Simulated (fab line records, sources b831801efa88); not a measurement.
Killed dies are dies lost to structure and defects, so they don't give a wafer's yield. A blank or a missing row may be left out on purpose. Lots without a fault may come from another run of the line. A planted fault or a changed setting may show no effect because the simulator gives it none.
Which tool did it? | flow gf180mcu | 14 lots, 39 wafers sampled, at 2 steps of a route of 602

WHAT THE GAUGES READ, wafer by wafer
GF_SAB_OVL_MEAS_10. Usual: SAB_OVL 0.5 nm, standard deviation 1.5.
lot  | measured     | on         | SAB_OVL (nm)  | flag
L837 | day 15 00:59 | overlay-02 | 3.5 2.9 1.2   |
L838 | day 15 11:39 | overlay-02 | 2.1 1.3 1.8   |
L839 | day 15 20:37 | overlay-02 | -0.7 0.3 0.3  |
L840 | day 16 01:37 | overlay-01 | -0.1 0.5 -1.4 |
L842 | day 17 00:03 | overlay-01 | 1.5 2.2 1.3   |
L843 | day 17 13:38 | overlay-02 | 2.0 1.2 0.5   |
L845 | day 18 13:28 | overlay-01 | -1.0 0.1 0.5  |
L846 | day 19 11:36 | overlay-02 | 2.2 1.9 3.3   |
L848 | day 19 19:46 | overlay-02 | 0.6 -1.5 -0.8 |
L851 | day 20 20:07 | overlay-02 | -1.0          |
L855 | day 21 16:25 | overlay-02 | 1.9           |
L858 | day 22 17:51 | overlay-02 | 2.0 3.2 4.6   |
L859 | day 23 05:40 | overlay-02 | 1.8 -1.2 -1.0 |

WHICH TOOL RAN EACH LOT (tool, then ch and the chambers of the sampled wafers, then the start)
lot  | GF_HV_LDD_ETCHBACK_58
L837 | rie_diel-04 ch 1,3, day 12 10:56
L838 | rie_diel-03 ch 0,2, day 12 20:18
L839 | rie_diel-01 ch 2,3, day 13 03:51
L840 | rie_diel-03 ch 0,2,3, day 13 09:31
L842 | rie_diel-03 ch 1,2,3, day 14 05:23
L843 | rie_diel-01 ch 1,2,3, day 14 18:19
L845 | rie_diel-04 ch 1,2,3, day 15 15:26
L846 | rie_diel-04 ch 0,2,3, day 16 12:13
L848 | rie_diel-04 ch 0,1, day 16 19:46
L851 | rie_diel-04 ch 0,1, day 17 18:03
L855 | rie_diel-04 ch 3, day 18 14:16
L856 | rie_diel-04 ch 0,1, day 19 00:57
L858 | rie_diel-01 ch 2,3, day 19 16:50
L859 | rie_diel-01 ch 1,2, day 20 06:22
- GF_HV_LDD_ETCHBACK_58: etches Si3N4 in CH3F/O2, stops on SiO2, time 100 s, target depth 90 nm.

WHAT THE TOOLS THEMSELVES READ (means of the sampled wafers that have a number; where no wafer has one, the mark that the record gives instead)
GF_HV_LDD_ETCHBACK_58. Usual: chamber_pressure_mTorr 25.003 mTorr, standard deviation 0.023; drypump_motor_current_A 5.8 A, standard deviation 0.53; oes_product_au 0.841 a.u., standard deviation 0.006; run_length_s 128.3 s, standard deviation 0.33; throttle_valve_pct 10.561 %, standard deviation 0.0081.
lot  | tool        | chamber_pressure_mTorr (mTorr) | drypump_motor_current_A (A) | oes_product_au (a.u.) | run_length_s (s) | throttle_valve_pct (%) | flag
L837 | rie_diel-04 | 25.027                         | 5.2                         | 0.836                 | 128.2            | 10.563                 |
L838 | rie_diel-03 | 24.989                         | 6.1                         | 0.839                 | 128.4            | 10.561                 |
L839 | rie_diel-01 | 25.021                         | 6.1                         | 0.845                 | 128.5            | 10.561                 |
L840 | rie_diel-03 | 25.018                         | 6.1                         | 0.841                 | 128.1            | 10.561                 |
L842 | rie_diel-03 | 25.005                         | 5.7                         | 0.845                 | 128.0            | 10.555                 |
L843 | rie_diel-01 | 24.995                         | 6.0                         | 0.843                 | 128.5            | 10.555                 |
L845 | rie_diel-04 | 24.993                         | 5.5                         | 0.842                 | 128.4            | 10.558                 |
L846 | rie_diel-04 | 25.015                         | 5.8                         | 0.834                 | 128.4            | 10.564                 |
L848 | rie_diel-04 | 24.985                         | 5.3                         | 0.838                 | 128.1            | 10.565                 |
L851 | rie_diel-04 | 24.998                         | 5.4                         | 0.914                 | 108.6            | 10.573                 | OFF
L855 | rie_diel-04 | 24.994                         | 5.4                         | 0.916                 | 108.8            | 10.578                 | OFF
L856 | rie_diel-04 | 24.998                         | 5.4                         | 0.988                 | 89.1             | 10.573                 | OFF
L858 | rie_diel-01 | 25.014                         | 5.7                         | 0.836                 | 128.7            | 10.561                 |
L859 | rie_diel-01 | 25.003                         | 6.0                         | 0.843                 | 128.3            | 10.565                 |

THE ANSWER, worked out from the rows above alone
Rule: a lot is off if the mean of its wafers that have a number lies more than 3 standard deviations from the usual mean. A lot without any number at a reading at which 4 lots or more have one is off too. The other lots that the step has rows for count as sound. The gauges are gone through in route order, then the tools' own readings, and for those a lot's mean is taken as printed above. The first step at which some lot is off is used, and at that step the reading that is off furthest; a lot without a number counts as furthest.
Off: L851, L855, L856, at GF_HV_LDD_ETCHBACK_58 (run_length_s).
A tool fits if, at that step or a process step before it, it ran every lot that is off, and no sound lot after the first of them. One fits: rie_diel-04 at GF_HV_LDD_ETCHBACK_58. Its last sound lot is L848 (day 16 19:46), its first lot that is off L851 (day 17 18:03): a fault that began between those two fits.
The tool's own readings at GF_HV_LDD_ETCHBACK_58 bear it out: on the lots that are off they differ by more than 5 times the standard deviation of the sound lots' means. oes_product_au reads 0.939 a.u. there against 0.840 a.u. on the sound lots; run_length_s reads 102.2 s there against 128.3 s on the sound lots.

WHAT THE SIMULATOR HAD PUT IN
Process parameter drift: rie_diel-04, from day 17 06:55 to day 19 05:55, at GF_HV_LDD_ETCHBACK_58. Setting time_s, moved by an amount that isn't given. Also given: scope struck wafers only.
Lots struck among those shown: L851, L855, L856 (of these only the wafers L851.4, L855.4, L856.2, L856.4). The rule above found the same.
